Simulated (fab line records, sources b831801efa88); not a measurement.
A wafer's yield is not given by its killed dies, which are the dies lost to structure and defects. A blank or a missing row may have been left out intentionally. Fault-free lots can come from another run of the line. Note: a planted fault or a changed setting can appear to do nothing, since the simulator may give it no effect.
Comparing a struck lot with a sound one | flow sfqLine | 28 out of 325 route steps
Sound: wafers L230.4, L230.5, L230.6. Struck: wafer L219.2. (L219.1, L219.6 of the same lot were not struck and are left out.) The cause comes at the end.
Order at every step that has rows: each side's tool, ch and its chambers, its first start. Under that, the readings that differ: sound wafers | struck wafers | difference of the means | sigmas: that difference in standard deviations of wafers without a fault.
alike: readings whose means differ by less than 2 such deviations, and words and numbers that are the same on both sides. not compared: withheld readings, readings that some wafer has no value for, bounds like >300 that may hide the same value, and numbers for which the record gives no deviation and whose values overlap.
Wherever a step has rows on one side only, a row that says differs or no value, or a row with sigmas, the two part there. Numbers that don't overlap but have no deviation are shown without sigmas and don't part them. A reading that every wafer of one side lacks parts them only if that side has two wafers or more.

first, 6 steps without rows for these wafers: SFQ_TRILAYER_M3_LITHO_COAT_080 (resist thk 62 nm); SFQ_TRILAYER_M3_LITHO_COAT_075 (resist thk 600 nm); SFQ_TRILAYER_M3_LITHO_SOFTBAKE_079; SFQ_TRILAYER_M3_LITHO_EXPOSE_076 (exposes mask M3, target cd 500 nm); SFQ_TRILAYER_M3_LITHO_PEB_078 (peb time 60 s); SFQ_TRILAYER_M3_LITHO_DEVELOP_077 (time 60 s).
SFQ_M3_OVL_MEAS_921:
  sound: overlay-01 at day 48 21:41; struck: overlay-02 at day 39 11:22
  alike: M3_OVL
SFQ_TRILAYER_M3_BARC_OPEN_METAL_ETCH_100: etches BARC in O2, target depth 125 nm, time 41.7 s.
  sound on rieMetal-01 ch 0,1, day 48 21:44; struck on rieMetal-01 ch 0, day 39 11:24
reading             | sound | struck | difference                   | sigmas
rfHoursCounterH (h) | - - - | 99     | no value on the sound wafers | 
  alike: drypumpMotorCurrentA, oesProductAu, rfFwdPowerW
SFQ_TRILAYER_M3_ETCH_METAL_ETCH_078: etches Nb in Cl2/Ar, stops on SiO2, target depth 240 nm, time 120 s.
  sound on rieMetal-01 ch 0,1, day 48 21:49; struck on rieMetal-01 ch 0, day 39 11:28
reading             | sound | struck | difference                   | sigmas
rfHoursCounterH (h) | - - - | 99     | no value on the sound wafers | 
  alike: drypumpMotorCurrentA, oesProductAu, rfFwdPowerW
SFQ_TRILAYER_M3_STRIP_STRIP_079: strips in O2.
  sound on rieMetal-01 ch 0,1, day 48 22:06; struck on rieMetal-01 ch 0, day 39 11:35
reading             | sound | struck | difference                   | sigmas
rfHoursCounterH (h) | - - - | 99     | no value on the sound wafers | 
  alike: drypumpMotorCurrentA, oesProductAu
then, 2 steps without rows for these wafers: SFQ_TRILAYER_M3_STRIP_SOLV_CLEAN_080 (cleans in NMP, time 600 s); SFQ_TRILAYER_I3_DEP_PECVD_081 (deposits SiO2 from SiH4/N2O, time 111.11 s, target thk 500 nm).
SFQ_TRILAYER_I3_CMP_CMP_082: polishes SiO2.
  sound on cmp-01 ch 0,1,3, day 49 01:28; struck on cmp-02 ch 3, day 39 18:34
reading                                            | sound             | struck | difference | sigmas
timeToEndpointS (s)                                | 226 213 225       | 199    | -22        | -3
model.SiO2_of_TRILAYER_I3_DEP_PECVD_081.thkNm (nm) | 200.4 199.6 200.2 | 219.6  | +19.5      | 
  alike: motorCurrentA
SFQ_I3_BOW_MEAS_922:
  sound: filmMetro-02 at day 49 03:02; struck: filmMetro-02 at day 39 20:04
  alike: I3_BOW
SFQ_TRILAYER_I3_METRO_MEASURE_083:
  sound: filmMetro-02 at day 49 03:41; struck: filmMetro-02 at day 39 20:11
reading    | sound             | struck | difference | sigmas
thkNm (nm) | 200.4 199.7 200.3 | 219.5  | +19.4      | +21
then, 6 steps without rows for these wafers: SFQ_TRILAYER_I3_VIA_LITHO_COAT_090 (resist thk 62 nm); SFQ_TRILAYER_I3_VIA_LITHO_COAT_085 (resist thk 650 nm); SFQ_TRILAYER_I3_VIA_LITHO_SOFTBAKE_089; SFQ_TRILAYER_I3_VIA_LITHO_EXPOSE_086 (exposes mask I3, target cd 500 nm); SFQ_TRILAYER_I3_VIA_LITHO_PEB_088 (peb time 60 s); SFQ_TRILAYER_I3_VIA_LITHO_DEVELOP_087 (time 60 s).
SFQ_I3_OVL_MEAS_923:
  sound: overlay-02 at day 49 06:41; struck: overlay-02 at day 40 02:29
  alike: I3_OVL
then, 1 step without rows for these wafers: SFQ_TRILAYER_I3_VIA_BARC_OPEN_VIA_ETCH_121 (etches BARC in O2, target depth 125 nm, time 41.7 s).
SFQ_TRILAYER_I3_VIA_ETCH_VIA_ETCH_088: etches SiO2 in CHF3, stops on Nb, target depth 260 nm.
  sound on rieDiel-03 ch 1,2,3, day 49 06:44; struck on rieDiel-04 ch 0, day 40 02:33
reading                      | sound             | struck | difference | sigmas
drypumpMotorCurrentA (A)     | 6.8 5.8 6.4       | 5.1    | -1.2       | -2
oesProductAu (a.u.)          | 0.853 0.849 0.849 | 0.901  | +0.051     | +9
model.etch.depthNm (nm)      | 200.4 199.6 200.2 | 219.6  | +19.5      | 
model.I3.featureDepthNm (nm) | 200.4 199.6 200.2 | 219.6  | +19.5      | 
  alike: rfFwdPowerW
SFQ_TRILAYER_I3_VIA_STRIP_STRIP_089: strips in O2.
  sound on rieMetal-04 ch 0,1, day 49 07:03; struck on rieMetal-02 ch 1, day 40 02:40
reading             | sound | struck | difference                   | sigmas
rfHoursCounterH (h) | - - - | 13     | no value on the sound wafers | 
  alike: drypumpMotorCurrentA, oesProductAu
then, 1 step without rows for these wafers: SFQ_TRILAYER_I3_VIA_STRIP_SOLV_CLEAN_090 (cleans in NMP, time 600 s).
SFQ_TRILAYER_M4_DEP_PRE_CLEAN_092: time 22.5 s.
  sound: pvdSputter-06 at day 49 07:37; struck: pvdSputter-06 at day 40 03:26
reading                                            | sound             | struck | difference | sigmas
model.SiO2_of_TRILAYER_I3_DEP_PECVD_081.thkNm (nm) | 192.9 192.1 192.7 | 212.1  | +19.5      | 
SFQ_TRILAYER_M4_DEP_SPUTTER_091: material Nb, target thk 200 nm, time 133.3 s.
  sound: pvdSputter-06 at day 49 07:39; struck: pvdSputter-06 at day 40 03:28
  alike: basePressurePa, throttleValvePct

WHERE THEY PART
At SFQ_TRILAYER_M3_BARC_OPEN_METAL_ETCH_100 first; at SFQ_TRILAYER_I3_VIA_STRIP_STRIP_089 last (within this record only). Later steps at which nothing parts them and some readings are alike: SFQ_TRILAYER_M4_DEP_SPUTTER_091.

WHY: whatever the simulator had introduced
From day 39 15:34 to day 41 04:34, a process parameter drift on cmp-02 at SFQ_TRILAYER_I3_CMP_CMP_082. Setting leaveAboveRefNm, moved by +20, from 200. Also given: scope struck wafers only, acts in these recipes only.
